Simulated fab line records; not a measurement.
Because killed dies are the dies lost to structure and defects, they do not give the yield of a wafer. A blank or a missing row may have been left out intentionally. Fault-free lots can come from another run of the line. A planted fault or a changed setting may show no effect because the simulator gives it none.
A lot that was struck, set against a sound lot	flow gf180mcu	42 steps out of a route of 602
Sound: these wafers, L863.1, L863.2, L863.6. Struck: wafers L858.2, L858.3, L858.6. The cause is given at the end.
At each step with rows: each side's tool, then ch and its chambers, then its first start. Under that, the readings that differ: sound wafers	struck wafers	difference of the means	sigmas: that difference in standard deviations of wafers without a fault.
alike: words and numbers the same on both sides, and readings whose means are apart by under 2 such deviations; not compared: readings that were withheld, readings missing a value for some wafer, numbers with overlapping values and no deviation given by the record, and bounds like >300 which may hide the same value.
Wherever a step has rows on one side only, a row that says differs or no value, or a row with sigmas, the two part there. Numbers that have no deviation but don't overlap get no sigmas and don't part them. A reading that every wafer of one side lacks parts them only if that side has two wafers or more.

first, 1 step without rows for these wafers: GF_LVPWELL_IMPLANT_09.
GF_LVPWELL_STRIP_10: strips in O2/N2.
  sound on plasma_asher-04 ch 0,1, day 7 17:45; struck on plasma_asher-03 ch 0,1, day 5 23:04
  alike: drypump_motor_current_A, heater_power_w, oes_product_au, strip_time_to_endpoint_s
  not compared: rf_hours_counter_h
GF_LVPWELL_TW_MEAS_11:
  sound: film_metro-03 at day 7 17:51; struck: film_metro-04 at day 5 23:11
  alike: LVPWELL_TW
then, 7 steps without rows for these wafers: GF_MVSD_DEHYDRATE_00 (time 60 s); GF_MVSD_HMDS_01 (prime time 60 s); GF_MVSD_COAT_02 (resist thk 3000 nm); GF_MVSD_SOFTBAKE_03; GF_MVSD_EXPOSE_04 (exposes mask MVSD, target cd 1000 nm); GF_MVSD_PEB_05; GF_MVSD_DEVELOP_06 (develop time 60 s).
GF_MVSD_OVL_MEAS_07:
  sound: overlay-02 at day 8 10:23; struck: overlay-02 at day 6 13:26
  alike: MVSD_OVL
then, 1 step without rows for these wafers: GF_MVSD_IMPLANT_08.
GF_MVSD_IMPLANT_09:
  sound on implanter-03 ch 0, day 8 10:34; struck on implanter-01 ch 0, day 6 13:39
reading	sound	struck	difference	sigmas
dose_ions_cm2	4.999e+12 5.009e+12 5.003e+12	4.99e+11 5.08e+11 5.02e+11	-4.50e+12	-99 or more
faraday_current_uA	27.0 28.7 28.5	2.8 2.8 2.9	-25.2	-45
GF_MVSD_STRIP_10: strips in O2/N2.
  sound on plasma_asher-02 ch 0,1, day 8 10:43; struck on plasma_asher-04 ch 0, day 6 13:46
  alike: drypump_motor_current_A, heater_power_w, oes_product_au, strip_time_to_endpoint_s
  not compared: rf_hours_counter_h
GF_MVSD_TW_MEAS_11:
  sound: film_metro-02 at day 8 10:49; struck: film_metro-04 at day 6 14:07
reading	sound	struck	difference	sigmas
MVSD_TW	1561 1565 1568	1533 1527 1524	-37	-3
  not compared: hold
then, 6 steps without rows for these wafers: GF_MVPSD_HMDS_01 (prime time 60 s); GF_MVPSD_COAT_02 (resist thk 3000 nm); GF_MVPSD_SOFTBAKE_03; GF_MVPSD_EXPOSE_04 (exposes mask MVPSD, target cd 1000 nm); GF_MVPSD_PEB_05; GF_MVPSD_DEVELOP_06 (develop time 60 s).
GF_MVPSD_OVL_MEAS_07:
  sound: overlay-01 at day 9 03:17; struck: overlay-02 at day 7 04:11
  alike: MVPSD_OVL
then, 2 steps without rows for these wafers: GF_MVPSD_IMPLANT_08; GF_MVPSD_IMPLANT_09.
GF_MVPSD_STRIP_10: strips in O2/N2.
  sound on plasma_asher-02 ch 0,1, day 9 03:37; struck on plasma_asher-02 ch 0,1, day 7 04:31
  alike: drypump_motor_current_A, heater_power_w, oes_product_au, strip_time_to_endpoint_s
  not compared: rf_hours_counter_h
GF_MVPSD_TW_MEAS_11:
  sound: film_metro-03 at day 9 03:43; struck: film_metro-04 at day 7 04:38
  alike: MVPSD_TW
then, 7 steps without rows for these wafers: GF_VT_IMPLANT_DEHYDRATE_00 (time 60 s); GF_VT_IMPLANT_HMDS_01 (prime time 60 s); GF_VT_IMPLANT_COAT_02 (resist thk 1000 nm); GF_VT_IMPLANT_SOFTBAKE_03 (time 60 s); GF_VT_IMPLANT_EXPOSE_04 (exposes mask LVPWELL LV AREA, target cd 600 nm); GF_VT_IMPLANT_PEB_05; GF_VT_IMPLANT_DEVELOP_06 (develop time 60 s).
GF_VT_IMPLANT_OVL_MEAS_07:
  sound: overlay-01 at day 9 21:02; struck: overlay-02 at day 7 20:44
reading	sound	struck	difference	sigmas
VT_IMPLANT_OVL (nm)	2.0 2.5 2.6	-2.6 -2.0 -1.7	-4.5	-3
then, 1 step without rows for these wafers: GF_VT_IMPLANT_IMPLANT_08.
GF_VT_IMPLANT_STRIP_09: strips in O2/N2.
  sound on plasma_asher-01 ch 0,1, day 9 21:13; struck on plasma_asher-03 ch 0,1, day 7 20:55
  alike: drypump_motor_current_A, heater_power_w, oes_product_au, strip_time_to_endpoint_s
  not compared: rf_hours_counter_h
GF_VT_IMPLANT_TW_MEAS_10:
  sound: film_metro-04 at day 9 21:19; struck: film_metro-04 at day 7 21:01
  alike: VT_IMPLANT_TW
then, 4 steps without rows for these wafers: GF_VT_IMPLANT_DEHYDRATE_11 (time 60 s); GF_VT_IMPLANT_HMDS_12 (prime time 60 s); GF_VT_IMPLANT_COAT_13 (resist thk 1000 nm); GF_VT_IMPLANT_SOFTBAKE_14 (time 60 s).
-- the record jumps here: 2 days lie between the struck wafers' starts before and after --
GF_VT_IMPLANT_RS_MEAS_46: the measuring method here is four-point-probe.
  sound: film_metro-04 at day 12 05:16; struck: film_metro-02 at day 10 00:46
reading	sound	struck	difference	sigmas
MVSD_RS (ohm/sq)	452.4 454.4 453.1	554.0 553.2 554.8	+100.7	+99 or more
  not compared: hold

== WHERE THEY PART ==
At GF_MVSD_IMPLANT_09 first; at GF_VT_IMPLANT_RS_MEAS_46 last (within this record only).

WHY: the cause the simulator had injected
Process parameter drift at GF_MVSD_IMPLANT_09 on implanter-01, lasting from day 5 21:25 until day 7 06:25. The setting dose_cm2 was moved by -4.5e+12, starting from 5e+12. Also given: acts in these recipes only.
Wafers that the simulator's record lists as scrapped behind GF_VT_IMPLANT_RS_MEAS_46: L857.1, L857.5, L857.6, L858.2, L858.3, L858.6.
